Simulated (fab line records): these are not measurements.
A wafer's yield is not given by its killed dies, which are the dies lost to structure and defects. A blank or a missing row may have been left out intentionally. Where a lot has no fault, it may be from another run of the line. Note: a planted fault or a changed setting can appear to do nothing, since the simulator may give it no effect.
fab line records	flow sky130
[record] lots = 7	wafers = 21	last_day = 49
route steps=708 shown CONTACT@422 METAL1@434 PAD_OPEN@708
lots untouched by any fault: they come from a run of this same line in which no faults occurred
start_h: hours from the record's first day to the start of the lot's first wafer shown	wait_h: time in hours since the lot's previous step	" as in the row above	L1.1+2: a single row standing in for several wafers	- value missing, or start not given	* or withheld: withheld	< > ~ a bound
route shown NAME@n: names a module that has steps shown in the file, with the first one's number in the route	usual: mean/standard deviation taken from wafers without a fault	same: alike in all rows	chamber/n: place in a boat	sites: the reading at each site	_std_site: the standard deviation of these	_edge_site: mean of outer sites minus mean of inner sites	radius_mm: for every site, how far away it sits from the centre of the wafer	mask NAME#n: copy n	behind: the most recent tool/chamber to have shaped the wafer	hold: what put the lot on hold/how long, in hours/how the hold closed	device: the transistor (n, p or np) that didn't switch	end of line: the route-end tests of the same wafers	where a step has no rows: the recipe by itself	killed: the dies lost at the first sort to structure and to defects; this is not the yield of the wafer	map: a wafer's dies, marking killed ones x, the rest . and places with no die _
set.NAME: the run value of the setting; set.NAME@STEP: its run value at that earlier step	model.NAME: the simulator's own value behind a step, which no gauge read
a table for each step, a row for each wafer; lots at some steps of the route
services: a tool's chamber out of use, with start hour (start_h, from the record's first day; less than 0 if before it), hours out, and reason
[[steps]]
[step SKY_CONTACT_ETCH_16]
[recipe] chemistry = N2/H2	target = BARC	ion_energy_ev = 200	source_w = 500	bias_w = 100	pressure_mtorr = 30	n2_flow_sccm = 100	h2_flow_sccm = 200	stop_on = SiO2	time_s = 45.9	target_depth_a = 600
[usual] drypump_motor_current_A = 5.7/0.31	oes_product_au = 0.854/0.0045	throttle_valve_pct = 13.223/0.0084
lot.wafer	tool	chamber	start_h	wait_h	drypump_motor_current_A	oes_product_au	rf_hours_counter_h	throttle_valve_pct
L675.1	rie_diel-03	3	794.58	0.0	5.6	0.849	5	13.209
L675.2	"	2	"	"	5.4	0.853	17	13.224
L675.3	"	1	"	"	6.0	0.858	33	13.223
L680.2	rie_diel-01	2	829.22	0.0	6.1	0.855	17	13.211
L680.3	"	3	"	"	6.0	0.855	21	13.235
L680.4	"	1	"	"	5.8	0.863	17	13.228
L681.1	rie_diel-03	2	840.43	0.0	5.4	0.859	19	13.220
L681.3	"	0	"	"	5.9	0.848	9	13.219
L681.6	"	2	"	"	5.4	0.854	-	13.231
L682.1	rie_diel-02	1	845.27	0.0	5.9	0.856	9	13.232
L682.4	"	2	"	"	5.5	0.847	-	13.213
L682.6	"	3	"	"	5.2	0.853	-	13.217
L685.3	rie_diel-02	1	866.13	0.0	5.9	0.862	10	13.223
L685.4	"	3	"	"	5.2	0.852	1	13.212
L685.5	"	2	"	"	5.5	0.851	-	13.236
L686.2	rie_diel-02	0	875.02	0.0	5.8	0.844	0	13.228
L686.3	"	3	"	"	5.2	0.854	2	13.236
L686.6	"	3	"	"	5.2	0.862	-	13.230
L688.2	rie_diel-02	1	889.53	0.0	5.9	0.853	11	13.218
L688.3	"	3	"	"	5.1	0.852	2	13.224
L688.4	"	2	"	"	5.5	0.852	10	13.231
[step SKY_CONTACT_ETCH_17]
[recipe] target = SiO2	chemistry = C4F8/O2/Ar	stop_on = Si3N4	mask_material = KrF-thick	source_w = 1500	bias_w = 1200	pressure_mtorr = 40	c4f8_flow_sccm = withheld	O2_flow_sccm = 6	Ar_flow_sccm = 300	time_s = withheld	target_depth_a = 3400
[step SKY_CONTACT_ETCH_18]
[recipe] target = Si3N4	chemistry = CHF3/O2	stop_on = TiN	source_w = 600	bias_w = 200	pressure_mtorr = 40	chf3_flow_sccm = 50	O2_flow_sccm = 5	time_s = 39	target_depth_a = 750
[step SKY_CONTACT_STRIP_19]
[recipe] chemistry = O2/N2	power_w = 1372	pressure_mtorr = 1500	platen_temp_c = withheld	o2_flow_sccm = 3000	n2_flow_sccm = 300	overash_fraction = 0.5
[usual] drypump_motor_current_A = 5.5/0.41	oes_product_au = 0.381/0.0045	strip_time_to_endpoint_s = 3.66/0.033
lot.wafer	tool	chamber	start_h	wait_h	drypump_motor_current_A	oes_product_au	rf_hours_counter_h	strip_time_to_endpoint_s
L675.1	plasma_asher-04	0	794.71	-	5.6	0.382	5	3.71
L675.2	"	1	"	"	5.7	0.375	5	3.63
L675.3	"	1	"	"	5.8	0.374	-	3.63
L680.2	plasma_asher-04	1	829.35	-	5.7	0.384	8	3.70
L680.3	"	0	"	"	5.6	0.374	-	3.65
L680.4	"	1	"	"	5.7	0.390	-	3.72
L681.1	plasma_asher-03	1	840.56	-	5.0	0.377	70	3.66
L681.3	"	0	"	"	4.8	0.373	-	3.65
L681.6	"	1	"	"	5.0	0.384	-	3.65
L682.1	plasma_asher-04	0	845.40	-	5.6	0.379	11	3.67
L682.4	"	0	"	"	5.6	0.382	-	3.65
L682.6	"	1	"	"	5.7	0.373	-	3.65
L685.3	plasma_asher-01	1	866.30	-	5.7	0.382	-	3.68
L685.4	"	0	"	"	6.0	0.384	-	3.65
L685.5	"	1	"	"	5.8	0.391	-	3.64
L686.2	plasma_asher-01	1	875.15	-	5.7	0.382	101	3.67
L686.3	"	0	"	"	6.0	0.384	-	3.66
L686.6	"	1	"	"	5.7	0.382	-	3.64
L688.2	plasma_asher-04	1	889.66	-	5.7	0.385	16	3.71
L688.3	"	0	"	"	5.6	0.377	-	3.65
L688.4	"	1	"	"	5.7	0.378	-	3.70
[step SKY_CONTACT_STRIP_20]
[recipe] chemistry = post_etch_residue_remover	time_s = 1200	temp_c = 72.5
[step SKY_CONTACT_CLEAN_21]
[recipe] chemistry = IPA	time_s = 180	temp_c = 25
[step SKY_CONTACT_CLEAN_22]
[recipe] chemistry = O3/DIW	dry = n2_spin
[step SKY_CONTACT_SPUTTER_23]
[recipe] material = TiN	target_thk_nm = 20	chamber_pressure_pa = 5	power_w = 4000	time_s = 80
[step SKY_CONTACT_CVD_24]
[recipe] material = W	target_thk_nm = 340	time_s = 102.12	temp_c = 400	pressure_torr = 40
[usual] heater_power_w = 886/120	susceptor_temp_C = 400.00/0.22
lot.wafer	tool	chamber	start_h	wait_h	heater_power_w	susceptor_temp_C
L675.1	cvd_w-01	1	795.37	0.0	1050	399.47
L675.2	"	0	"	"	869	399.97
L675.3	"	1	"	"	1052	399.46
L680.2	cvd_w-01	0	830.40	0.0	864	399.80
L680.3	"	0	"	"	882	399.92
L680.4	"	1	"	"	1054	400.07
L681.1	cvd_w-01	1	841.22	0.0	1032	400.44
L681.3	"	0	"	"	864	400.35
L681.6	"	0	"	"	889	399.99
L682.1	cvd_w-01	1	846.06	0.0	1042	400.09
L682.4	"	0	"	"	876	399.74
L682.6	"	1	"	"	1031	400.23
L685.3	cvd_w-01	0	866.96	0.1	869	400.21
L685.4	"	1	"	"	1047	399.71
L685.5	"	1	"	"	1024	400.26
L686.2	cvd_w-02	0	875.87	0.1	704	400.22
L686.3	"	0	"	"	703	400.05
L686.6	"	1	"	"	911	399.82
L688.2	cvd_w-01	0	890.32	0.0	877	400.18
L688.3	"	1	"	"	1056	400.10
L688.4	"	0	"	"	904	399.97
[step SKY_CONTACT_RS_MEAS_25]
[recipe] thk_meas_gauge = four-point-probe	reads = W_of_CONTACT_CVD_24+TiN_of_CONTACT_SPUTTER_23
[usual] CONTACT_W_RS = 0.337/0.0033
lot.wafer	tool	chamber	start_h	wait_h	CONTACT_W_RS[ohm/sq]
L675.1	film_metro-03	-	795.48	0.1	0.336
L675.2	"	-	"	"	0.338
L675.3	"	-	"	"	0.334
L680.2	film_metro-03	-	830.53	0.1	0.339
L680.3	"	-	"	"	0.338
L680.4	"	-	"	"	0.335
L681.1	film_metro-04	-	841.33	0.1	0.339
L681.3	"	-	"	"	0.339
L681.6	"	-	"	"	0.339
L682.1	film_metro-04	-	846.17	0.1	0.336
L682.4	"	-	"	"	0.338
L682.6	"	-	"	"	0.336
L685.3	film_metro-04	-	867.07	0.1	0.340
L685.4	"	-	"	"	0.342
L685.5	"	-	"	"	0.339
L686.2	film_metro-03	-	876.00	0.1	0.332
L686.3	"	-	"	"	0.334
L686.6	"	-	"	"	0.337
L688.2	film_metro-04	-	890.45	0.1	0.337
L688.3	"	-	"	"	0.337
L688.4	"	-	"	"	0.337
[step SKY_CONTACT_THK_MEAS_26]
[recipe] thk_meas_gauge = xrf	reads = W_of_CONTACT_CVD_24
[usual] CONTACT_W_THK = 342/4.7
lot.wafer	tool	chamber	start_h	wait_h	CONTACT_W_THK[nm]
L675.1	film_metro-03	-	795.60	0.1	342
L675.2	"	-	"	"	339
L675.3	"	-	"	"	343
L680.2	film_metro-03	-	830.64	0.1	338
L680.3	"	-	"	"	338
L680.4	"	-	"	"	338
L681.1	film_metro-04	-	841.45	0.1	342
L681.3	"	-	"	"	344
L681.6	"	-	"	"	343
L682.1	film_metro-04	-	846.29	0.1	346
L682.4	"	-	"	"	345
L682.6	"	-	"	"	347
L685.3	film_metro-04	-	867.17	0.1	347
L685.4	"	-	"	"	345
L685.5	"	-	"	"	348
L686.2	film_metro-03	-	876.11	0.1	341
L686.3	"	-	"	"	341
L686.6	"	-	"	"	335
L688.2	film_metro-04	-	890.56	0.1	347
L688.3	"	-	"	"	348
L688.4	"	-	"	"	348
[step SKY_CONTACT_CMP_27]
[recipe] stop_on = SiO2	t_overpolish_s = 15	down_force_psi = 3.5	platen_rpm = 60	target_thk_nm = 0	pad_velocity_m_s = 0.94248
[usual] edge_zone_pressure_frac = 1.001/0.0047	motor_current_A = 11.7/1.1	overpolish_run_s = 15.000/0.0082	platen_rpm = 60.00/0.046	retaining_ring_pressure_frac = 1.000/0.0043	time_to_endpoint_s = 84/3.9
lot.wafer	tool	chamber	start_h	wait_h	edge_zone_pressure_frac	motor_current_A	overpolish_run_s	platen_rpm	retaining_ring_pressure_frac	time_to_endpoint_s
L675.1	cmp-01	2	795.71	0.1	1.002	12.8	14.996	59.97	0.991	80
L675.3	"	3	"	"	1.009	11.1	14.996	59.99	1.006	88
L675.2	"	0	"	"	1.003	10.4	15.011	59.98	0.999	82
L680.3	cmp-01	3	830.69	0.0	1.006	10.8	14.999	59.93	0.993	90
L680.4	"	0	"	"	1.009	9.7	15.008	60.00	0.999	87
L680.2	"	1	"	"	1.009	11.6	14.996	59.90	1.009	84
L681.3	cmp-01	3	841.54	0.1	1.002	11.1	14.984	60.04	0.998	88
L681.1	"	2	"	"	0.997	13.9	14.999	60.04	1.002	82
L681.6	"	0	"	"	1.007	9.9	15.007	60.08	0.996	83
L682.4	cmp-01	0	846.35	0.0	0.999	10.2	15.001	59.98	1.003	85
L682.1	"	2	"	"	0.994	12.9	15.008	60.00	0.995	83
L682.6	"	1	"	"	0.994	11.8	15.008	60.00	0.998	85
L685.4	cmp-01	0	867.30	0.1	0.996	10.1	14.999	59.96	1.007	86
L685.3	"	2	"	"	0.999	12.7	15.001	59.94	0.997	84
L685.5	"	0	"	"	1.001	10.4	15.001	60.01	0.994	86
L686.3	cmp-01	2	876.16	0.0	1.003	13.0	15.002	60.03	1.002	84
L686.2	"	1	"	"	1.006	11.4	15.007	60.02	1.000	85
L686.6	"	3	"	"	0.994	10.6	15.006	60.00	0.994	90
L688.2	cmp-02	0	890.66	0.1	0.999	11.7	14.997	60.03	0.993	79
L688.3	"	1	"	"	1.012	11.6	14.993	60.03	1.001	80
L688.4	"	2	"	"	0.995	11.6	14.994	59.95	1.001	74
[step SKY_METAL1_SPUTTER_00]
[recipe] material = Ti	target_thk_nm = 15	power_w = 3000	time_s = 10	chamber_pressure_pa = 0.4
[usual] cathode_dc_power_W = 3000.0/0.57	chamber_pressure_pa = 0.3999/0.00078	throttle_valve_pct = 30.3/1.3
lot.wafer	tool	chamber	start_h	wait_h	cathode_dc_power_W	chamber_pressure_pa	throttle_valve_pct
L675.1	pvd_sputter-03	-	795.96	0.2	2998.9	0.4008	29.3
L675.2	"	-	"	"	3000.8	0.3978	28.8
L675.3	"	-	"	"	3000.1	0.3994	31.6
L680.2	pvd_sputter-03	-	830.99	0.1	-	-	-
L680.3	"	-	"	"	-	-	-
L680.4	"	-	"	"	-	-	-
L681.1	pvd_sputter-02	-	841.84	0.1	-	-	-
L681.3	"	-	"	"	-	-	-
L681.6	"	-	"	"	-	-	-
L682.1	pvd_sputter-01	-	846.65	0.1	-	-	-
L682.4	"	-	"	"	-	-	-
L682.6	"	-	"	"	-	-	-
L685.3	pvd_sputter-03	-	867.55	0.1	3000.1	0.4007	29.2
L685.4	"	-	"	"	2999.9	0.4012	28.9
L685.5	"	-	"	"	2999.2	0.3990	31.6
L686.2	pvd_sputter-01	-	876.46	0.1	3000.2	0.3995	32.8
L686.3	"	-	"	"	2999.3	0.3996	29.4
L686.6	"	-	"	"	3000.4	0.4013	29.8
L688.2	pvd_sputter-01	-	890.91	0.2	3000.2	0.4007	32.7
L688.3	"	-	"	"	2999.7	0.3999	29.5
L688.4	"	-	"	"	2999.7	0.3999	32.2
[step SKY_METAL1_SPUTTER_01]
[recipe] material = TiN	target_thk_nm = 20	power_w = 6500	time_s = 16.7	chamber_pressure_pa = 0.4
[usual] cathode_dc_power_W = 6500.0/1.2	chamber_pressure_pa = 0.4002/0.00081	throttle_valve_pct = 30.3/1.3
lot.wafer	tool	chamber	start_h	wait_h	cathode_dc_power_W	chamber_pressure_pa	throttle_valve_pct
L675.1	pvd_sputter-03	-	795.98	0.0	6501.0	0.3996	29.0
L675.2	"	-	"	"	6499.3	0.4013	29.3
L675.3	"	-	"	"	6498.2	0.3995	31.5
L680.2	pvd_sputter-03	-	831.02	0.0	6499.5	0.4000	29.1
L680.3	"	-	"	"	6498.0	0.4004	31.5
L680.4	"	-	"	"	6499.1	0.3980	30.4
L681.1	pvd_sputter-02	-	841.87	0.0	6500.9	0.3999	30.1
L681.3	"	-	"	"	6500.1	0.4008	29.4
L681.6	"	-	"	"	6498.8	0.4004	32.2
L682.1	pvd_sputter-01	-	846.67	0.0	6501.9	0.4015	29.6
L682.4	"	-	"	"	6498.8	0.4002	29.3
L682.6	"	-	"	"	6499.4	0.4003	32.2
L685.3	pvd_sputter-03	-	867.57	0.0	6502.2	0.4002	29.5
L685.4	"	-	"	"	6501.2	0.3997	29.0
L685.5	"	-	"	"	6499.8	0.3996	31.6
L686.2	pvd_sputter-01	-	876.48	0.0	6504.1	0.4008	32.8
L686.3	"	-	"	"	6500.7	0.3996	29.4
L686.6	"	-	"	"	6501.2	0.4009	29.6
L688.2	pvd_sputter-01	-	890.93	0.0	6499.6	0.3994	32.4
L688.3	"	-	"	"	6497.9	0.4000	29.9
L688.4	"	-	"	"	6499.9	0.4003	32.3
[step SKY_PAD_OPEN_PROBE_99]
[usual] defect_limited_yield = 82.6/2	killed_at_M0_to_M3 = 43/7.1	killed_at_M4_up = 3.0/1.9	killed_at_contacts = 24/5	killed_at_front_end = 15/4.3	killed_at_other = 0.3/0.5	killed_dies = 85/9.6	killed_open = 46/7.1	killed_short = 39/6.8	sort_bin_3_pad_short = 0.9/0.42	sort_bin_5_function = 10.2/1.4	sort_bin_6_memory = 6.3/1.2	sort_n_pass = 407/9.6	sort_yield_pct = 82.6/2
[same] gross_dies = 492	killed_at_back_side = 0	sort_bin_4_leakage[%] = 0	sort_bin_8_speed[%] = 0
lot.wafer	tool	chamber	start_h	wait_h	defect_limited_yield[%]	killed_at_M0_to_M3	killed_at_M4_up	killed_at_contacts	killed_at_front_end	killed_at_other	killed_dies	killed_open	killed_short	sort_bin_3_pad_short[%]	sort_bin_5_function[%]	sort_bin_6_memory[%]	sort_n_pass	sort_yield_pct[%]	model.etest.mcon_chain.rc_ohm
L675.1	prober-02	-	1119.45	0.1	81.5	43	2	27	19	0	91	51	40	0.8	12.8	4.9	401	81.5	16.63
L675.2	prober-02	-	1119.50	0.1	78.3	52	5	31	19	0	107	52	55	0.8	13.2	7.7	385	78.3	16.65
L675.3	prober-02	-	1119.55	0.2	85.8	40	3	17	10	0	70	38	32	0	9.3	4.9	422	85.8	16.68
L680.2	prober-01	-	1145.03	0.1	86.4	27	0	19	19	2	67	31	36	1.0	7.3	5.3	425	86.4	18.6
L680.3	prober-01	-	1145.08	0.2	81.1	49	3	25	16	0	93	49	44	1.0	10.8	7.1	399	81.1	18.65
L680.4	prober-01	-	1145.13	0.2	84.3	38	5	20	14	0	77	44	33	0.6	9.1	5.9	415	84.3	18.44
L681.1	prober-01	-	1152.93	0.1	80.1	44	3	28	22	1	98	50	48	1.0	11.2	7.7	394	80.1	18.4
L681.3	prober-01	-	1153.03	0.2	86.4	38	2	16	11	0	67	38	29	0.4	8.1	5.1	425	86.4	18.24
L681.6	prober-01	-	1153.18	0.2	82.3	43	3	25	16	0	87	46	41	1.0	10.4	6.3	405	82.3	18.16
L682.1	prober-02	-	1154.68	0.1	82.3	54	2	19	12	0	87	54	33	0.4	10.2	7.1	405	82.3	18.82
L682.4	prober-02	-	1154.83	0.2	83.7	36	3	25	16	0	80	48	32	1.2	8.7	6.3	412	83.7	17.59
L682.6	prober-02	-	1154.93	0.2	82.1	50	2	27	9	0	88	44	44	1.0	9.6	7.3	404	82.1	18.22
L685.3	prober-02	-	1172.20	0.2	82.7	30	5	30	19	1	85	44	41	0	10.0	7.3	407	82.7	17.1
L685.4	prober-02	-	1172.25	0.2	80.9	47	2	28	17	0	94	50	44	1.6	11.0	6.5	398	80.9	16.44
L685.5	prober-02	-	1172.30	0.2	82.3	42	5	30	10	0	87	46	41	1.2	9.8	6.7	405	82.3	17.46
L686.2	prober-02	-	1173.90	0.1	83.1	43	4	20	15	1	83	37	46	1.2	9.6	6.1	409	83.1	16
L686.3	prober-02	-	1173.95	0.2	81.1	50	4	26	13	0	93	43	50	1.4	10.6	6.9	399	81.1	16.45
L686.6	prober-02	-	1174.10	0.2	81.9	39	5	31	14	0	89	48	41	1.2	9.1	7.7	403	81.9	16.99
L688.2	prober-02	-	1185.53	0.1	84.6	39	2	17	18	0	76	48	28	1.0	8.9	5.5	416	84.6	16.31
L688.3	prober-02	-	1185.58	0.2	83.5	43	8	23	7	0	81	39	42	0.8	9.1	6.5	411	83.5	17.17
L688.4	prober-02	-	1185.63	0.2	85.0	32	4	23	15	0	74	40	34	1.2	10.2	3.7	418	85.0	17.28
// killed by level:class
L675.1 VIA1:geometric_particle:open=12 CONTACT:geometric_particle:open=9 CONTACT:geometric_particle:short=7 METAL2:geometric_particle:short=6 VIA2:geometric_particle:short=6 VIA3:geometric_particle:open=6 POLY_GATE:geometric_particle:open=5 LI_CONTACT:geometric_particle:open=5
L675.2 VIA1:geometric_particle:open=13 VIA3:geometric_particle:open=12 LOCAL_INTERCONNECT:geometric_particle:short=10 LI_CONTACT:geometric_particle:open=8 VIA1:geometric_particle:short=7 FIELD_ISO:geometric_particle:short=6 POLY_GATE:geometric_particle:short=6 METAL1:geometric_particle:short=6
L675.3 VIA1:geometric_particle:open=13 CONTACT:geometric_particle:open=7 METAL2:geometric_particle:short=7 FIELD_ISO:geometric_particle:short=5 LI_CONTACT:geometric_particle:open=5 CONTACT:geometric_particle:short=4 METAL1:geometric_particle:short=3 VIA2:geometric_particle:short=3
L680.2 VIA1:geometric_particle:short=9 FIELD_ISO:geometric_particle:open=7 CONTACT:geometric_particle:open=6 CONTACT:geometric_particle:short=6 FIELD_ISO:geometric_particle:short=4 METAL1:geometric_particle:short=4 VIA1:geometric_particle:open=4 POLY_GATE:geometric_particle:open=2
L680.3 VIA1:geometric_particle:open=15 CONTACT:geometric_particle:open=7 METAL2:geometric_particle:short=7 LOCAL_INTERCONNECT:geometric_particle:short=6 METAL1:geometric_particle:short=6 LI_CONTACT:geometric_particle:open=5 METAL3:geometric_particle:short=5 FIELD_ISO:geometric_particle:open=4
L680.4 VIA1:geometric_particle:open=12 CONTACT:geometric_particle:open=7 METAL1:geometric_particle:short=6 FIELD_ISO:geometric_particle:short=5 LI_CONTACT:geometric_particle:open=5 POLY_GATE:geometric_particle:open=4 LOCAL_INTERCONNECT:geometric_particle:short=4 VIA2:geometric_particle:open=4
L681.1 CONTACT:geometric_particle:open=12 FIELD_ISO:geometric_particle:short=8 VIA2:geometric_particle:open=7 VIA1:geometric_particle:open=7 LI_CONTACT:geometric_particle:open=7 VIA1:geometric_particle:short=7 VIA3:geometric_particle:short=7 CONTACT:geometric_particle:short=5
L681.3 VIA1:geometric_particle:open=8 LI_CONTACT:geometric_particle:open=5 CONTACT:geometric_particle:open=5 VIA1:geometric_particle:short=5 METAL2:geometric_particle:short=5 VIA2:geometric_particle:open=5 VIA3:geometric_particle:open=5 FIELD_ISO:geometric_particle:open=4
L681.6 VIA3:geometric_particle:open=10 VIA1:geometric_particle:open=9 CONTACT:geometric_particle:open=7 LI_CONTACT:geometric_particle:open=7 CONTACT:geometric_particle:short=7 VIA1:geometric_particle:short=7 FIELD_ISO:geometric_particle:short=5 METAL1:geometric_particle:short=5
L682.1 VIA1:geometric_particle:open=17 CONTACT:geometric_particle:open=9 VIA3:geometric_particle:open=7 VIA2:geometric_particle:open=7 VIA1:geometric_particle:short=6 POLY_GATE:geometric_particle:open=5 POLY_GATE:geometric_particle:short=4 VIA2:geometric_particle:short=4
L682.4 VIA1:geometric_particle:open=12 CONTACT:geometric_particle:open=10 POLY_GATE:geometric_particle:open=5 LI_CONTACT:geometric_particle:open=5 LOCAL_INTERCONNECT:geometric_particle:short=5 VIA2:geometric_particle:open=5 METAL3:geometric_particle:short=5 METAL2:geometric_particle:short=4
L682.6 VIA1:geometric_particle:open=10 METAL1:geometric_particle:short=8 LI_CONTACT:geometric_particle:open=7 CONTACT:geometric_particle:short=7 METAL2:geometric_particle:short=7 CONTACT:geometric_particle:open=6 LOCAL_INTERCONNECT:geometric_particle:short=5 METAL2:geometric_particle:open=5
L685.3 CONTACT:geometric_particle:open=12 METAL2:geometric_particle:short=8 FIELD_ISO:geometric_particle:short=7 LI_CONTACT:geometric_particle:open=6 FIELD_ISO:geometric_particle:open=5 CONTACT:geometric_particle:short=5 VIA2:geometric_particle:open=5 VIA3:geometric_particle:open=5
L685.4 CONTACT:geometric_particle:open=10 CONTACT:geometric_particle:short=7 POLY_GATE:geometric_particle:open=7 VIA1:geometric_particle:open=7 LOCAL_INTERCONNECT:geometric_particle:short=6 VIA2:geometric_particle:open=6 VIA3:geometric_particle:open=6 METAL2:geometric_particle:short=5
L685.5 CONTACT:geometric_particle:open=14 LI_CONTACT:geometric_particle:open=8 VIA1:geometric_particle:open=7 METAL2:geometric_particle:short=7 METAL1:geometric_particle:short=6 METAL4:geometric_particle:short=5 VIA2:geometric_particle:open=5 VIA3:geometric_particle:short=5
L686.2 CONTACT:geometric_particle:open=10 METAL2:geometric_particle:short=7 VIA1:geometric_particle:short=6 VIA3:geometric_particle:short=5 METAL1:geometric_particle:short=5 VIA3:geometric_particle:open=5 VIA1:geometric_particle:open=4 LI_CONTACT:geometric_particle:open=4
L686.3 VIA3:geometric_particle:open=9 LOCAL_INTERCONNECT:geometric_particle:short=7 VIA1:geometric_particle:open=7 CONTACT:geometric_particle:open=6 VIA1:geometric_particle:short=6 METAL2:geometric_particle:short=5 VIA2:geometric_particle:open=5 METAL1:geometric_particle:short=5
L686.6 LI_CONTACT:geometric_particle:open=12 VIA1:geometric_particle:open=11 CONTACT:geometric_particle:open=8 VIA1:geometric_particle:short=8 CONTACT:geometric_particle:short=5 FIELD_ISO:geometric_particle:short=4 METAL3:geometric_particle:short=4 VIA3:geometric_particle:open=4
L688.2 VIA1:geometric_particle:open=12 CONTACT:geometric_particle:open=9 METAL1:geometric_particle:short=7 VIA3:geometric_particle:open=6 FIELD_ISO:geometric_particle:short=4 POLY_GATE:geometric_particle:open=4 POLY_GATE:geometric_particle:short=4 LI_CONTACT:geometric_particle:open=4
L688.3 VIA2:geometric_particle:open=9 VIA1:geometric_particle:open=7 METAL2:geometric_particle:short=6 METAL4:geometric_particle:short=6 LI_CONTACT:geometric_particle:open=5 CONTACT:geometric_particle:short=5 CONTACT:geometric_particle:open=5 VIA2:geometric_particle:short=5
L688.4 CONTACT:geometric_particle:open=8 VIA1:geometric_particle:open=8 FIELD_ISO:geometric_particle:short=6 CONTACT:geometric_particle:short=6 VIA3:geometric_particle:open=6 LI_CONTACT:geometric_particle:open=5 VIA1:geometric_particle:short=5 FIELD_ISO:geometric_particle:open=4
[[services]]
tool	chamber	start_h	hours	kind
pvd_sputter-03	-	771.11	24.2	repair
cmp-02	-	774.78	0.4	repair
rie_diel-01	0	784.20	4.1	repair
pvd_sputter-01	0	811.93	-	consumable_replace:kit
pvd_sputter-01	0	811.93	18.0	scheduled_down
pvd_sputter-01	0	811.93	18.0	vent_cycle
rie_diel-02	-	812.82	4.3	pm
rie_diel-02	3	818.47	-	clean
rie_diel-02	3	818.47	15.2	scheduled_down
rie_diel-02	3	818.47	15.2	vent_cycle
plasma_asher-01	-	833.38	28.1	pm
rie_diel-01	2	835.32	6.4	repair
plasma_asher-03	-	835.87	1.7	repair
cmp-01	-	839.32	2.2	repair
rie_diel-02	0	843.27	-	clean
plasma_asher-04	-	844.27	0.9	repair
cmp-02	-	850.23	11.2	repair
rie_diel-01	1	850.38	42.8	repair
cmp-01	-	861.40	5.5	pm
rie_diel-01	-	863.24	5.8	repair
cmp-02	-	867.10	3.4	pm
rie_diel-01	0	884.90	2.1	repair
rie_diel-01	-	889.63	0.7	repair
pvd_sputter-02	-	889.91	4.1	repair
[[key]]
[first_sign] step = SKY_METAL1_SPUTTER_00	reading = tool_record	direction = missing
effect none on later readings
[model_effect] step = SKY_PAD_OPEN_PROBE_99	value = etest.mcon_chain.rc_ohm	without = 16.99	struck = 18.35
met_at SKY_METAL1_SPUTTER_00
struck_wafers L680.2,L680.3,L680.4,L681.1,L681.3,L681.6,L682.1,L682.4,L682.6
onset_between 795.96 830.99
[fault] kind = skipped_step_whole	tool = pvd_sputter-01,pvd_sputter-02,pvd_sputter-03	chamber = -	onset_h = 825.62	steps = SKY_METAL1_SPUTTER_00	scope = struck_lots_only
